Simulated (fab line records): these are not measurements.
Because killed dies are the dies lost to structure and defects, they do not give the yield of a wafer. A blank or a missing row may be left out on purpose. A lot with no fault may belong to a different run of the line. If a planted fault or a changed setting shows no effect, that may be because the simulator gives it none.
A struck lot beside a sound one | flow sky130 | 43 out of 708 route steps
Sound: these wafers, L123.3, L123.4, L123.5. Struck: wafers L137.2, L137.3. (L137.5 of the same lot was not struck and is left out.) The cause comes at the end.
Order at every step that has rows: each side's tool, ch and its chambers, its first start. Under that, the readings that differ: sound wafers | struck wafers | difference of the means | sigmas: that difference in standard deviations of wafers without a fault.
alike: same words and numbers on both sides, and readings whose means sit less than 2 such deviations apart. not compared: any withheld reading, any reading some wafer has no value for, any bound like >300 that may hide the same value, and any number with overlapping values for which the record gives no deviation.
Wherever a step has rows on one side only, a row that says differs or no value, or a row with sigmas, the two part there. Numbers that have no deviation but don't overlap get no sigmas and don't part them. Lack of a reading on every wafer of one side parts them only where that side has two or more wafers.

first, 8 steps without rows for these wafers: SKY_VIA2_DEHYDRATE_04 (time 60 s); SKY_VIA2_HMDS_05 (prime time 60 s); SKY_VIA2_COAT_06 (resist thk 60 nm); SKY_VIA2_COAT_07 (resist thk 450 nm); SKY_VIA2_SOFTBAKE_08 (time 90 s); SKY_VIA2_EXPOSE_09 (exposes mask VIM2, target cd 200 nm); SKY_VIA2_PEB_10; SKY_VIA2_DEVELOP_11 (develop time 60 s).
SKY_VIA2_CD_MEAS_12: target cd 200 nm.
  sound on cd-sem-02 at day 38 20:34; struck on cd-sem-02 at day 42 20:15
  alike: cd-nm
SKY_VIA2_OVL_MEAS_13:
  sound on overlay-01 at day 38 20:40; struck on overlay-02 at day 42 20:22
  alike: VIA2_OVL
then, 2 steps without rows for these wafers: SKY_VIA2_ETCH_14 (etches BARC in N2/H2, stops on SiO2, time 45.9 s, target depth 60 nm); SKY_VIA2_ETCH_15 (etches SiO2 in C4F8/O2/Ar, stops on TiN, target depth 546 nm, time 84 s).
SKY_VIA2_STRIP_16: strips in O2/N2.
  sound on plasma-asher-04 ch 0,1, day 38 20:49; struck on plasma-asher-03 ch 1, day 42 20:29
  alike: drypump-motor-current-A, oes-product-au, strip-time-to-endpoint-s
  not compared: rf-hours-counter-h
then, 5 steps without rows for these wafers: SKY_VIA2_STRIP_17 (strips in post etch residue remover, time 1200 s); SKY_VIA2_CLEAN_18 (cleans in IPA, time 180 s); SKY_VIA2_CLEAN_19 (cleans in O3/DIW); SKY_VIA2_SPUTTER_20 (material TiN, target thk 20 nm, time 80 s); SKY_VIA2_CVD_21 (deposits W, target thk 420 nm, time 126.4 s).
SKY_VIA2_RS_MEAS_22: measurement is done with a four-point probe.
  sound on film-metro-01 at day 38 21:37; struck on film-metro-03 at day 42 21:21
  alike: VIA2_W_RS
SKY_VIA2_THK_MEAS_23: measures by xrf.
  sound on film-metro-01 at day 38 21:43; struck on film-metro-03 at day 42 21:28
  alike: VIA2_W_THK
SKY_VIA2_CMP_24: polishes, stops on SiO2, t overpolish 20 s, target thk 0 nm.
  sound on cmp-02 ch 0,1,3, day 38 21:52; struck on cmp-01 ch 0,1, day 42 21:31
  alike: motor-current-A, overpolish-run-s, platen-rpm, time-to-endpoint-s
then, 1 step without rows for these wafers: SKY_METAL3_SPUTTER_00 (material Ti, target thk 15 nm, time 10 s).
SKY_METAL3_SPUTTER_01: material TiN, target thk 20 nm, time 16.7 s.
  sound on pvd-sputter-04 at day 38 22:05; struck on pvd-sputter-03 at day 42 21:50
  alike: throttle-valve-pct
then, 1 step without rows for these wafers: SKY_METAL3_SPUTTER_02 (material AlCu, target thk 735 nm, time 39.1 s).
SKY_METAL3_SPUTTER_03: material Ti, target thk 5 nm, time 3.3 s.
  sound on pvd-sputter-04 at day 38 22:09; struck on pvd-sputter-03 at day 42 21:53
  alike: throttle-valve-pct
SKY_METAL3_SPUTTER_04: material TiN, target thk 70 nm, time 58.3 s.
  sound on pvd-sputter-04 at day 38 22:10; struck on pvd-sputter-03 at day 42 21:55
  alike: throttle-valve-pct
SKY_CAPM_CVD_00: deposits SiO2, target thk 15.5 nm.
  sound on pecvd-03 ch 0,1,2, day 38 22:13; struck on pecvd-01 ch 2, day 42 21:58
  alike: heater-power-w, susceptor-temp-C
SKY_CAPM_THK_MEAS_01:
  sound on film-metro-02 at day 38 22:16; struck on film-metro-04 at day 42 22:00
  alike: CAPM_CVD_00_THK
then, 1 step without rows for these wafers: SKY_CAPM_SPUTTER_02 (material TiN, target thk 200 nm, time 174.7 s).
SKY_CAPM_RS_MEAS_03: measurement is done with a four-point probe.
  sound on film-metro-04 at day 38 22:27; struck on film-metro-02 at day 42 22:11
  alike: CAPM_TIN_RS
SKY_CAPM_THK_MEAS_04: measures by xrf.
  sound on film-metro-04 at day 38 22:33; struck on film-metro-02 at day 42 22:17
  alike: CAPM_TIN_THK
then, 7 steps without rows for these wafers: SKY_CAPM_DEHYDRATE_05 (time 60 s); SKY_CAPM_HMDS_06 (prime time 60 s); SKY_CAPM_COAT_07 (resist thk 1140 nm); SKY_CAPM_SOFTBAKE_08 (time 60 s); SKY_CAPM_EXPOSE_09 (exposes mask CAPM, target cd 1000 nm); SKY_CAPM_PEB_10; SKY_CAPM_DEVELOP_11 (develop time 60 s).
SKY_CAPM_OVL_MEAS_12:
  sound on overlay-01 at day 39 22:25; struck on overlay-01 at day 43 19:57
  alike: CAPM_OVL
then, 3 steps without rows for these wafers: SKY_CAPM_METAL_ETCH_13 (etches TiN in Cl2/BCl3, stops on SiO2, target depth 220 nm, time 62.9 s); SKY_CAPM_STRIP_14 (strips in O2/N2); SKY_CAPM_STRIP_15 (strips in post etch residue remover, time 1200 s).
-- the record jumps here: 7 days lie between the struck wafers' starts before and after (it left off in module CAPM and takes up again in module PAD_OPEN, whose first step shown is number 708 of the route) --
SKY_PAD_OPEN_PROBE_99:
  sound on prober-02 at day 47 19:35; struck on prober-02 at day 50 16:44
  reading                               | sound              | struck      | difference | sigmas
  defect-limited-yield (%)              | 81.7 80.5 85.8     | 76.0 71.5   | -8.9       | -4
  killed_at_M0_to_M3                    | 47 44 35           | 80 87       | +42        | +6
  killed-at-other                       | 2 0 1              | 0 0         | -1         | -2
  killed-dies                           | 90 96 70           | 118 140     | +44        | +4
  sort_bin_3_pad_short (%)              | 0.8 2.0 0.6        | 4.1 2.8     | +2.3       | +5
  sort_bin_5_function (%)               | 11.2 10.6 8.9      | 14.6 19.5   | +6.8       | +5
  sort-n-pass                           | 402 396 422        | 374 352     | -44        | -4
  sort-yield-pct (%)                    | 81.7 80.5 85.8     | 76.0 71.5   | -8.9       | -4
  model.etest.tester.sort-n-pass        | 402 396 422        | 374 352     | -44        |
  model.etest.tester.sort-yield-pct (%) | 81.71 80.49 85.77  | 76.02 71.54 | -8.88      |
  model.etest.tester.sort_bin_5_pct (%) | 11.18 10.57 8.943  | 14.63 19.51 | +6.84      |
  model.etest.tester.sort_bin_3_pct (%) | 0.813 2.033 0.6098 | 4.065 2.846 | +2.304     |
  alike: killed_at_M4_up, killed-at-contacts, killed-at-front-end, killed-open, killed-short, sort_bin_6_memory

## WHERE THEY PART
Only at SKY_PAD_OPEN_PROBE_99, within this record.

WHY: what the simulator had put in
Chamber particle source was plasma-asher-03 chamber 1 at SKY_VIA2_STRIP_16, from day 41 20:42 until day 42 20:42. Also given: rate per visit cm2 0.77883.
